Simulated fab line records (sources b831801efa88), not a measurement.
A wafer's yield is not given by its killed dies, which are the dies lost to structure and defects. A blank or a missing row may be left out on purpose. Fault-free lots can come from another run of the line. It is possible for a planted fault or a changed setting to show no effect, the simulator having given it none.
fab line records :: flow sky130
record
  lots=5
  wafers=15
  last-day=50
route steps=708 shown LDD_N@241 LDD_P@255 LDD_HVN@267
lots that met no fault: from a run of the same line without faults
start-h: the number of hours between the record's first day and the start of the first shown wafer of the lot :: wait-h: time in hours since the lot's previous step :: " as in the row above :: L1.1+2: a single row standing in for several wafers :: - value missing, or start not given :: * or withheld: withheld :: < > ~ a bound
route shown NAME@n: a module of which the file shows steps, and the number in the route of the first :: usual: the fault-free wafers' mean and standard deviation :: same: alike in all rows :: chamber/n: place in a boat :: sites: per-site readings :: _std_site: how widely they spread, as a standard deviation :: _edge_site: mean of outer sites minus mean of inner sites :: radius-mm: how far each site lies from the wafer's centre :: mask NAME#n: copy n :: behind: the tool/chamber that last shaped the wafer :: hold: why the lot went on hold/how many hours it stayed there/how the hold came to an end :: device: names the non-switching transistor (n, p or np) :: end of line: the same wafers' tests at the end of the route :: a step given without rows: its recipe and nothing more :: killed: dies that structure and defects cost at the first sort, which is not the same as the wafer's yield :: map: per-die view of a wafer (x killed, . not killed, _ where there is no die)
set.NAME: the run value of the setting; set.NAME@STEP: its run value at that earlier step :: model.NAME: the simulator's own value behind a step, which no gauge read
certain route steps with their lots: each step a table, each wafer a row
services: from which hour (start-h, from the record's first day; less than 0 if before it) a tool's chamber was out of use, for how many hours, and why
## steps
# step SKY_LDD_N_EXPOSE_04
# recipe
  mask-id=NTM
  target-cd-nm=840
  na=0.6
  source-shape=conventional
  sigma-outer=0.6
  dose-mj=110
# step SKY_LDD_N_PEB_05
# recipe
  temp-c=withheld
  time-s=*
  resist=NOVOLAK
# step SKY_LDD_N_DEVELOP_06
# recipe
  develop-time-s=60
  dev-temp-c=23
# step SKY_LDD_N_OVL_MEAS_07
# usual
  LDD_N_OVL=1.6/1.5
lot.wafer: L211.2
tool: overlay-02
chamber: -
start-h: 452.24
wait-h: 0.1
LDD_N_OVL[nm]: 0.7

lot.wafer: L211.4
tool: overlay-02
chamber: -
start-h: 452.24
wait-h: 0.1
LDD_N_OVL[nm]: -2.2

lot.wafer: L211.5
tool: overlay-02
chamber: -
start-h: 452.24
wait-h: 0.1
LDD_N_OVL[nm]: 0.3

lot.wafer: L218.2
tool: overlay-02
chamber: -
start-h: 514.24
wait-h: 0.1
LDD_N_OVL[nm]: 1.0

lot.wafer: L218.3
tool: overlay-02
chamber: -
start-h: 514.24
wait-h: 0.1
LDD_N_OVL[nm]: 1.2

lot.wafer: L218.5
tool: overlay-02
chamber: -
start-h: 514.24
wait-h: 0.1
LDD_N_OVL[nm]: 1.1

lot.wafer: L222.1
tool: overlay-02
chamber: -
start-h: 546.12
wait-h: 0.1
LDD_N_OVL[nm]: 3.2

lot.wafer: L222.3
tool: overlay-02
chamber: -
start-h: 546.12
wait-h: 0.1
LDD_N_OVL[nm]: 3.4

lot.wafer: L222.5
tool: overlay-02
chamber: -
start-h: 546.12
wait-h: 0.1
LDD_N_OVL[nm]: 4.5

lot.wafer: L221.1
tool: overlay-02
chamber: -
start-h: 548.52
wait-h: 0.1
LDD_N_OVL[nm]: 4.0

lot.wafer: L221.3
tool: overlay-02
chamber: -
start-h: 548.52
wait-h: 0.1
LDD_N_OVL[nm]: 2.6

lot.wafer: L221.4
tool: overlay-02
chamber: -
start-h: 548.52
wait-h: 0.1
LDD_N_OVL[nm]: 3.3

lot.wafer: L227.1
tool: overlay-02
chamber: -
start-h: 589.42
wait-h: 0.1
LDD_N_OVL[nm]: 5.1

lot.wafer: L227.4
tool: overlay-02
chamber: -
start-h: 589.42
wait-h: 0.1
LDD_N_OVL[nm]: 2.7

lot.wafer: L227.5
tool: overlay-02
chamber: -
start-h: 589.42
wait-h: 0.1
LDD_N_OVL[nm]: 3.0
# step SKY_LDD_N_IMPLANT_08
# recipe
  species=As
  energy-kev=20
  dose-cm2=7.5e+13
  tilt-deg=withheld
  rotation-deg=23
# step SKY_LDD_N_IMPLANT_09
# recipe
  species=As
  energy-kev=20
  dose-cm2=7.5e+13
  tilt-deg=withheld
  rotation-deg=113
# step SKY_LDD_N_IMPLANT_10
# recipe
  species=As
  energy-kev=20
  dose-cm2=7.5e+13
  tilt-deg=withheld
  rotation-deg=203
# step SKY_LDD_N_IMPLANT_11
# recipe
  species=As
  energy-kev=20
  dose-cm2=7.5e+13
  tilt-deg=withheld
  rotation-deg=293
# step SKY_LDD_N_IMPLANT_12
# recipe
  species=BF2
  energy-kev=50
  dose-cm2=5e+12
  tilt-deg=30
  rotation-deg=0
# step SKY_LDD_N_IMPLANT_13
# recipe
  species=BF2
  energy-kev=50
  dose-cm2=5e+12
  tilt-deg=30
  rotation-deg=90
# step SKY_LDD_N_IMPLANT_14
# recipe
  species=BF2
  energy-kev=50
  dose-cm2=5e+12
  tilt-deg=30
  rotation-deg=180
# step SKY_LDD_N_IMPLANT_15
# recipe
  species=BF2
  energy-kev=50
  dose-cm2=5e+12
  tilt-deg=30
  rotation-deg=270
# step SKY_LDD_N_STRIP_16
# recipe
  chemistry=O2/N2
  power-w=1400
  pressure-mtorr=1500
  platen-temp-c=withheld
  o2-flow-sccm=3000
  n2-flow-sccm=300
  overash-fraction=0.5
# usual
  chamber-pressure-mTorr=1500.0/1.3
  drypump-motor-current-A=5.6/0.34
  oes-product-au=0.406/0.0043
  strip-time-to-endpoint-s=4.317/0.018
lot.wafer: L211.2
tool: plasma-asher-01
chamber: 1
start-h: 453.47
wait-h: 0.1
chamber-pressure-mTorr: 1499.1
drypump-motor-current-A: 5.2
oes-product-au: 0.412
rf-hours-counter-h: 2
strip-time-to-endpoint-s: 4.311
model.NOVOLAK_of_LDD_N_COAT_02.thk-nm: 0

lot.wafer: L211.4
tool: plasma-asher-01
chamber: 1
start-h: 453.47
wait-h: 0.1
chamber-pressure-mTorr: 1499.0
drypump-motor-current-A: 5.2
oes-product-au: 0.400
rf-hours-counter-h: -
strip-time-to-endpoint-s: 4.334
model.NOVOLAK_of_LDD_N_COAT_02.thk-nm: 0

lot.wafer: L211.5
tool: plasma-asher-01
chamber: 0
start-h: 453.47
wait-h: 0.1
chamber-pressure-mTorr: 1498.0
drypump-motor-current-A: 5.6
oes-product-au: 0.410
rf-hours-counter-h: -
strip-time-to-endpoint-s: 4.318
model.NOVOLAK_of_LDD_N_COAT_02.thk-nm: 0

lot.wafer: L218.2
tool: plasma-asher-04
chamber: 1
start-h: 515.47
wait-h: 0.1
chamber-pressure-mTorr: 1500.1
drypump-motor-current-A: 5.6
oes-product-au: 0.409
rf-hours-counter-h: 71
strip-time-to-endpoint-s: 4.303
model.NOVOLAK_of_LDD_N_COAT_02.thk-nm: 0

lot.wafer: L218.3
tool: plasma-asher-04
chamber: 0
start-h: 515.47
wait-h: 0.1
chamber-pressure-mTorr: 1498.5
drypump-motor-current-A: 5.1
oes-product-au: 0.414
rf-hours-counter-h: -
strip-time-to-endpoint-s: 4.336
model.NOVOLAK_of_LDD_N_COAT_02.thk-nm: 0

lot.wafer: L218.5
tool: plasma-asher-04
chamber: 1
start-h: 515.47
wait-h: 0.1
chamber-pressure-mTorr: 1498.9
drypump-motor-current-A: 5.6
oes-product-au: 0.407
rf-hours-counter-h: -
strip-time-to-endpoint-s: 4.306
model.NOVOLAK_of_LDD_N_COAT_02.thk-nm: 0

lot.wafer: L222.1
tool: plasma-asher-01
chamber: 0
start-h: 547.35
wait-h: 0.1
chamber-pressure-mTorr: 1500.6
drypump-motor-current-A: 5.6
oes-product-au: 0.412
rf-hours-counter-h: 12
strip-time-to-endpoint-s: 4.284
model.NOVOLAK_of_LDD_N_COAT_02.thk-nm: 0

lot.wafer: L222.3
tool: plasma-asher-01
chamber: 0
start-h: 547.35
wait-h: 0.1
chamber-pressure-mTorr: 1500.7
drypump-motor-current-A: 5.6
oes-product-au: 0.404
rf-hours-counter-h: -
strip-time-to-endpoint-s: 4.294
model.NOVOLAK_of_LDD_N_COAT_02.thk-nm: 0

lot.wafer: L222.5
tool: plasma-asher-01
chamber: 1
start-h: 547.35
wait-h: 0.1
chamber-pressure-mTorr: 1500.1
drypump-motor-current-A: 5.2
oes-product-au: 0.410
rf-hours-counter-h: -
strip-time-to-endpoint-s: 4.293
model.NOVOLAK_of_LDD_N_COAT_02.thk-nm: 0

lot.wafer: L221.1
tool: plasma-asher-04
chamber: 1
start-h: 549.75
wait-h: 0.1
chamber-pressure-mTorr: 1502.3
drypump-motor-current-A: 5.6
oes-product-au: 0.653
rf-hours-counter-h: 75
strip-time-to-endpoint-s: -
model.NOVOLAK_of_LDD_N_COAT_02.thk-nm: 242.8

lot.wafer: L221.3
tool: plasma-asher-04
chamber: 1
start-h: 549.75
wait-h: 0.1
chamber-pressure-mTorr: 1489.4
drypump-motor-current-A: 5.7
oes-product-au: 0.584
rf-hours-counter-h: -
strip-time-to-endpoint-s: -
model.NOVOLAK_of_LDD_N_COAT_02.thk-nm: 243.2

lot.wafer: L221.4
tool: plasma-asher-04
chamber: 0
start-h: 549.75
wait-h: 0.1
chamber-pressure-mTorr: 1490.0
drypump-motor-current-A: 5.1
oes-product-au: 0.552
rf-hours-counter-h: -
strip-time-to-endpoint-s: -
model.NOVOLAK_of_LDD_N_COAT_02.thk-nm: 243.6

lot.wafer: L227.1
tool: plasma-asher-01
chamber: 0
start-h: 590.65
wait-h: 0.1
chamber-pressure-mTorr: 1498.2
drypump-motor-current-A: 5.6
oes-product-au: 0.401
rf-hours-counter-h: 15
strip-time-to-endpoint-s: 4.312
model.NOVOLAK_of_LDD_N_COAT_02.thk-nm: 0

lot.wafer: L227.4
tool: plasma-asher-01
chamber: 0
start-h: 590.65
wait-h: 0.1
chamber-pressure-mTorr: 1497.9
drypump-motor-current-A: 5.6
oes-product-au: 0.404
rf-hours-counter-h: -
strip-time-to-endpoint-s: 4.312
model.NOVOLAK_of_LDD_N_COAT_02.thk-nm: 0

lot.wafer: L227.5
tool: plasma-asher-01
chamber: 1
start-h: 590.65
wait-h: 0.1
chamber-pressure-mTorr: 1497.0
drypump-motor-current-A: 5.2
oes-product-au: 0.406
rf-hours-counter-h: -
strip-time-to-endpoint-s: 4.333
model.NOVOLAK_of_LDD_N_COAT_02.thk-nm: 0
# step SKY_LDD_N_TW_MEAS_17
# usual
  LDD_N_TW=2597/25
lot.wafer: L211.2
tool: film-metro-04
chamber: -
start-h: 453.58
wait-h: 0.1
LDD_N_TW: 2597

lot.wafer: L211.4
tool: film-metro-04
chamber: -
start-h: 453.58
wait-h: 0.1
LDD_N_TW: 2600

lot.wafer: L211.5
tool: film-metro-04
chamber: -
start-h: 453.58
wait-h: 0.1
LDD_N_TW: 2585

lot.wafer: L218.2
tool: film-metro-01
chamber: -
start-h: 515.58
wait-h: 0.1
LDD_N_TW: 2588

lot.wafer: L218.3
tool: film-metro-01
chamber: -
start-h: 515.58
wait-h: 0.1
LDD_N_TW: 2592

lot.wafer: L218.5
tool: film-metro-01
chamber: -
start-h: 515.58
wait-h: 0.1
LDD_N_TW: 2586

lot.wafer: L222.1
tool: film-metro-02
chamber: -
start-h: 547.45
wait-h: 0.1
LDD_N_TW: 2630

lot.wafer: L222.3
tool: film-metro-02
chamber: -
start-h: 547.45
wait-h: 0.1
LDD_N_TW: 2622

lot.wafer: L222.5
tool: film-metro-02
chamber: -
start-h: 547.45
wait-h: 0.1
LDD_N_TW: 2619

lot.wafer: L221.1
tool: film-metro-01
chamber: -
start-h: 549.85
wait-h: 0.1
LDD_N_TW: 2569

lot.wafer: L221.3
tool: film-metro-01
chamber: -
start-h: 549.85
wait-h: 0.1
LDD_N_TW: 2574

lot.wafer: L221.4
tool: film-metro-01
chamber: -
start-h: 549.85
wait-h: 0.1
LDD_N_TW: 2567

lot.wafer: L227.1
tool: film-metro-02
chamber: -
start-h: 590.75
wait-h: 0.1
LDD_N_TW: 2634

lot.wafer: L227.4
tool: film-metro-02
chamber: -
start-h: 590.75
wait-h: 0.1
LDD_N_TW: 2612

lot.wafer: L227.5
tool: film-metro-02
chamber: -
start-h: 590.75
wait-h: 0.1
LDD_N_TW: 2617
# step SKY_LDD_P_DEHYDRATE_00
# recipe
  temp-c=200
  time-s=60
# step SKY_LDD_P_HMDS_01
# recipe
  prime-time-s=60
  prime-temp-c=120
# step SKY_LDD_P_COAT_02
# recipe
  resist=NOVOLAK
  spin-rpm=3000
  resist-thk-nm=1140
# step SKY_LDD_P_SOFTBAKE_03
# recipe
  temp-c=90
  time-s=60
  resist=NOVOLAK
# step SKY_LDD_P_EXPOSE_04
# recipe
  mask-id=PSDM
  na=0.6
  source-shape=conventional
  sigma-outer=0.6
  polarization=unpolarized
  target-cd-nm=380
  dose-mj=138
# step SKY_LDD_P_PEB_05
# recipe
  temp-c=withheld
  time-s=*
  resist=NOVOLAK
# step SKY_LDD_P_DEVELOP_06
# recipe
  resist=NOVOLAK
  developer=TMAH
  develop-time-s=60
  dev-temp-c=22.41
# step SKY_LDD_P_CD_MEAS_07
# recipe
  target-cd-nm=380
# usual
  cd-nm=379.6/2.5
lot.wafer: L211.2
tool: cd-sem-02
chamber: -
start-h: 484.05
wait-h: 0.3
cd-nm: 379.1

lot.wafer: L211.4
tool: cd-sem-02
chamber: -
start-h: 484.05
wait-h: 0.3
cd-nm: 381.5

lot.wafer: L211.5
tool: cd-sem-02
chamber: -
start-h: 484.05
wait-h: 0.3
cd-nm: 381.5

lot.wafer: L218.2
tool: cd-sem-02
chamber: -
start-h: 545.04
wait-h: 0.1
cd-nm: 377.9

lot.wafer: L218.3
tool: cd-sem-02
chamber: -
start-h: 545.04
wait-h: 0.1
cd-nm: 379.4

lot.wafer: L218.5
tool: cd-sem-02
chamber: -
start-h: 545.04
wait-h: 0.1
cd-nm: 377.6

lot.wafer: L222.1
tool: cd-sem-01
chamber: -
start-h: 576.63
wait-h: 0.1
cd-nm: 382.6

lot.wafer: L222.3
tool: cd-sem-01
chamber: -
start-h: 576.63
wait-h: 0.1
cd-nm: 384.0

lot.wafer: L222.5
tool: cd-sem-01
chamber: -
start-h: 576.63
wait-h: 0.1
cd-nm: 385.1

lot.wafer: L221.1
tool: cd-sem-01
chamber: -
start-h: 579.02
wait-h: 0.1
cd-nm: 379.7

lot.wafer: L221.3
tool: cd-sem-01
chamber: -
start-h: 579.02
wait-h: 0.1
cd-nm: 380.6

lot.wafer: L221.4
tool: cd-sem-01
chamber: -
start-h: 579.02
wait-h: 0.1
cd-nm: 378.3

lot.wafer: L227.1
tool: cd-sem-01
chamber: -
start-h: 619.88
wait-h: 0.1
cd-nm: 383.0

lot.wafer: L227.4
tool: cd-sem-01
chamber: -
start-h: 619.88
wait-h: 0.1
cd-nm: 381.2

lot.wafer: L227.5
tool: cd-sem-01
chamber: -
start-h: 619.88
wait-h: 0.1
cd-nm: 381.3
# step SKY_LDD_P_OVL_MEAS_08
# usual
  LDD_P_OVL=0.6/1.4
lot.wafer: L211.2
tool: overlay-02
chamber: -
start-h: 484.16
wait-h: 0.1
LDD_P_OVL[nm]: 0.2

lot.wafer: L211.4
tool: overlay-02
chamber: -
start-h: 484.16
wait-h: 0.1
LDD_P_OVL[nm]: 1.3

lot.wafer: L211.5
tool: overlay-02
chamber: -
start-h: 484.16
wait-h: 0.1
LDD_P_OVL[nm]: 0.4

lot.wafer: L218.2
tool: overlay-02
chamber: -
start-h: 545.14
wait-h: 0.1
LDD_P_OVL[nm]: -0.7

lot.wafer: L218.3
tool: overlay-02
chamber: -
start-h: 545.14
wait-h: 0.1
LDD_P_OVL[nm]: -0.4

lot.wafer: L218.5
tool: overlay-02
chamber: -
start-h: 545.14
wait-h: 0.1
LDD_P_OVL[nm]: -0.9

lot.wafer: L222.1
tool: overlay-02
chamber: -
start-h: 576.75
wait-h: 0.1
LDD_P_OVL[nm]: 1.9

lot.wafer: L222.3
tool: overlay-02
chamber: -
start-h: 576.75
wait-h: 0.1
LDD_P_OVL[nm]: -1.0

lot.wafer: L222.5
tool: overlay-02
chamber: -
start-h: 576.75
wait-h: 0.1
LDD_P_OVL[nm]: -0.6

lot.wafer: L221.1
tool: overlay-01
chamber: -
start-h: 579.14
wait-h: 0.1
LDD_P_OVL[nm]: -1.1

lot.wafer: L221.3
tool: overlay-01
chamber: -
start-h: 579.14
wait-h: 0.1
LDD_P_OVL[nm]: -1.1

lot.wafer: L221.4
tool: overlay-01
chamber: -
start-h: 579.14
wait-h: 0.1
LDD_P_OVL[nm]: -1.2

lot.wafer: L227.1
tool: overlay-01
chamber: -
start-h: 620.00
wait-h: 0.1
LDD_P_OVL[nm]: -1.4

lot.wafer: L227.4
tool: overlay-01
chamber: -
start-h: 620.00
wait-h: 0.1
LDD_P_OVL[nm]: -1.1

lot.wafer: L227.5
tool: overlay-01
chamber: -
start-h: 620.00
wait-h: 0.1
LDD_P_OVL[nm]: -1.7
# step SKY_LDD_P_IMPLANT_09
# recipe
  species=BF2
  energy-kev=25
  dose-cm2=1e+13
  tilt-deg=withheld
# step SKY_LDD_P_STRIP_10
# recipe
  chemistry=O2/N2
  power-w=1400
  pressure-mtorr=1500
  platen-temp-c=withheld
  o2-flow-sccm=3000
  n2-flow-sccm=300
  overash-fraction=0.5
# usual
  chamber-pressure-mTorr=1500.0/1.4
  drypump-motor-current-A=5.6/0.33
  oes-product-au=0.716/0.0045
  strip-time-to-endpoint-s=14.17/0.032
lot.wafer: L211.2
tool: plasma-asher-03
chamber: 0
start-h: 484.34
wait-h: 0.1
chamber-pressure-mTorr: 1499.7
drypump-motor-current-A: 5.7
oes-product-au: 0.716
rf-hours-counter-h: 36
strip-time-to-endpoint-s: 14.13

lot.wafer: L211.4
tool: plasma-asher-03
chamber: 0
start-h: 484.34
wait-h: 0.1
chamber-pressure-mTorr: 1500.5
drypump-motor-current-A: 5.7
oes-product-au: 0.716
rf-hours-counter-h: -
strip-time-to-endpoint-s: 14.17

lot.wafer: L211.5
tool: plasma-asher-03
chamber: 1
start-h: 484.34
wait-h: 0.1
chamber-pressure-mTorr: 1500.1
drypump-motor-current-A: 6.1
oes-product-au: 0.722
rf-hours-counter-h: -
strip-time-to-endpoint-s: 14.15

lot.wafer: L218.2
tool: plasma-asher-01
chamber: 1
start-h: 545.32
wait-h: 0.1
chamber-pressure-mTorr: 1500.6
drypump-motor-current-A: 5.2
oes-product-au: 0.715
rf-hours-counter-h: 12
strip-time-to-endpoint-s: 14.23

lot.wafer: L218.3
tool: plasma-asher-01
chamber: 0
start-h: 545.32
wait-h: 0.1
chamber-pressure-mTorr: 1501.6
drypump-motor-current-A: 5.6
oes-product-au: 0.711
rf-hours-counter-h: -
strip-time-to-endpoint-s: 14.19

lot.wafer: L218.5
tool: plasma-asher-01
chamber: 1
start-h: 545.32
wait-h: 0.1
chamber-pressure-mTorr: 1499.0
drypump-motor-current-A: 5.2
oes-product-au: 0.712
rf-hours-counter-h: -
strip-time-to-endpoint-s: 14.20

lot.wafer: L222.1
tool: plasma-asher-03
chamber: 1
start-h: 576.94
wait-h: 0.1
chamber-pressure-mTorr: 1498.7
drypump-motor-current-A: 6.1
oes-product-au: 0.709
rf-hours-counter-h: 45
strip-time-to-endpoint-s: 14.20

lot.wafer: L222.3
tool: plasma-asher-03
chamber: 0
start-h: 576.94
wait-h: 0.1
chamber-pressure-mTorr: 1500.7
drypump-motor-current-A: 5.7
oes-product-au: 0.718
rf-hours-counter-h: -
strip-time-to-endpoint-s: 14.22

lot.wafer: L222.5
tool: plasma-asher-03
chamber: 0
start-h: 576.94
wait-h: 0.1
chamber-pressure-mTorr: 1498.2
drypump-motor-current-A: 5.7
oes-product-au: 0.719
rf-hours-counter-h: -
strip-time-to-endpoint-s: 14.13

lot.wafer: L221.1
tool: plasma-asher-01
chamber: 1
start-h: 579.32
wait-h: 0.1
chamber-pressure-mTorr: 1498.4
drypump-motor-current-A: 5.2
oes-product-au: 0.717
rf-hours-counter-h: 14
strip-time-to-endpoint-s: 17.89

lot.wafer: L221.3
tool: plasma-asher-01
chamber: 0
start-h: 579.32
wait-h: 0.1
chamber-pressure-mTorr: 1497.6
drypump-motor-current-A: 5.6
oes-product-au: 0.703
rf-hours-counter-h: -
strip-time-to-endpoint-s: 17.89

lot.wafer: L221.4
tool: plasma-asher-01
chamber: 1
start-h: 579.32
wait-h: 0.1
chamber-pressure-mTorr: 1498.1
drypump-motor-current-A: 5.2
oes-product-au: 0.713
rf-hours-counter-h: -
strip-time-to-endpoint-s: 17.93

lot.wafer: L227.1
tool: plasma-asher-01
chamber: 0
start-h: 620.19
wait-h: 0.1
chamber-pressure-mTorr: 1499.4
drypump-motor-current-A: 5.5
oes-product-au: 0.718
rf-hours-counter-h: 18
strip-time-to-endpoint-s: 14.19

lot.wafer: L227.4
tool: plasma-asher-01
chamber: 0
start-h: 620.19
wait-h: 0.1
chamber-pressure-mTorr: 1501.3
drypump-motor-current-A: 5.6
oes-product-au: 0.717
rf-hours-counter-h: -
strip-time-to-endpoint-s: 14.21

lot.wafer: L227.5
tool: plasma-asher-01
chamber: 0
start-h: 620.19
wait-h: 0.1
chamber-pressure-mTorr: 1498.7
drypump-motor-current-A: 5.6
oes-product-au: 0.731
rf-hours-counter-h: -
strip-time-to-endpoint-s: 14.20
# step SKY_LDD_P_TW_MEAS_11
# usual
  LDD_P_TW=633/7.4
lot.wafer: L211.2
tool: film-metro-03
chamber: -
start-h: 484.45
wait-h: 0.1
LDD_P_TW: 628

lot.wafer: L211.4
tool: film-metro-03
chamber: -
start-h: 484.45
wait-h: 0.1
LDD_P_TW: 624

lot.wafer: L211.5
tool: film-metro-03
chamber: -
start-h: 484.45
wait-h: 0.1
LDD_P_TW: 627

lot.wafer: L218.2
tool: film-metro-01
chamber: -
start-h: 545.43
wait-h: 0.1
LDD_P_TW: 630

lot.wafer: L218.3
tool: film-metro-01
chamber: -
start-h: 545.43
wait-h: 0.1
LDD_P_TW: 631

lot.wafer: L218.5
tool: film-metro-01
chamber: -
start-h: 545.43
wait-h: 0.1
LDD_P_TW: 631

lot.wafer: L222.1
tool: film-metro-03
chamber: -
start-h: 577.04
wait-h: 0.1
LDD_P_TW: 627

lot.wafer: L222.3
tool: film-metro-03
chamber: -
start-h: 577.04
wait-h: 0.1
LDD_P_TW: 626

lot.wafer: L222.5
tool: film-metro-03
chamber: -
start-h: 577.04
wait-h: 0.1
LDD_P_TW: 631

lot.wafer: L221.1
tool: film-metro-02
chamber: -
start-h: 579.42
wait-h: 0.1
LDD_P_TW: 30

lot.wafer: L221.3
tool: film-metro-02
chamber: -
start-h: 579.42
wait-h: 0.1
LDD_P_TW: 30

lot.wafer: L221.4
tool: film-metro-02
chamber: -
start-h: 579.42
wait-h: 0.1
LDD_P_TW: 30

lot.wafer: L227.1
tool: film-metro-01
chamber: -
start-h: 620.29
wait-h: 0.1
LDD_P_TW: 639

lot.wafer: L227.4
tool: film-metro-01
chamber: -
start-h: 620.29
wait-h: 0.1
LDD_P_TW: 638

lot.wafer: L227.5
tool: film-metro-01
chamber: -
start-h: 620.29
wait-h: 0.1
LDD_P_TW: 636
# step SKY_LDD_HVN_DEHYDRATE_00
# recipe
  temp-c=200
  time-s=60
## services
tool: plasma-asher-01
chamber: 0
start-h: 430.25
hours: -
kind: clean

tool: plasma-asher-01
chamber: 1
start-h: 430.25
hours: -
kind: clean

tool: plasma-asher-03
chamber: -
start-h: 501.96
hours: 0.7
kind: repair

tool: plasma-asher-01
chamber: -
start-h: 559.42
hours: 6.5
kind: repair
## key
first-sign
  step=SKY_LDD_N_STRIP_16
  reading=oes-product-au
  direction=up
  sigmas=45
  usual=0.406
  struck=0.596
effect
  step=SKY_LDD_N_STRIP_16
  reading=chamber-pressure-mTorr
  direction=down
  sigmas=4.6
  usual=1500.0
  struck=1493.9
  wafers-moved=2
effect
  step=SKY_LDD_P_STRIP_10
  reading=strip-time-to-endpoint-s
  direction=up
  sigmas=99+
  usual=*
  struck=*
effect
  step=SKY_LDD_P_TW_MEAS_11
  reading=LDD_P_TW
  direction=down
  sigmas=82
  usual=633
  struck=30
model-effect
  step=SKY_LDD_N_STRIP_16
  value=NOVOLAK_of_LDD_N_COAT_02.thk-nm
  without=0
  struck=243.2
met-at SKY_LDD_N_STRIP_16
struck-wafers L221.1,L221.3,L221.4
sort-left-out L221.1,L221.3,L221.4
tester-left-out L221
onset-between 515.47 549.75
fault
  kind=strip-aborted
  tool=plasma-asher-04
  chamber=-
  onset-h=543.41
  steps=SKY_LDD_N_STRIP_16
  offset=1
  end-h=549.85
# tester-left-out: of these lots the tester's yield and bins aren't shown, on N5 and GAA mostly nor the transistor test; their killed dies are dies lost to structure and defects alone, not to doping, threshold or leakage, so they don't give the yield
# sort-left-out: the simulated sort isn't trusted on such a fault, so these wafers' sort isn't shown, and their yield isn't known
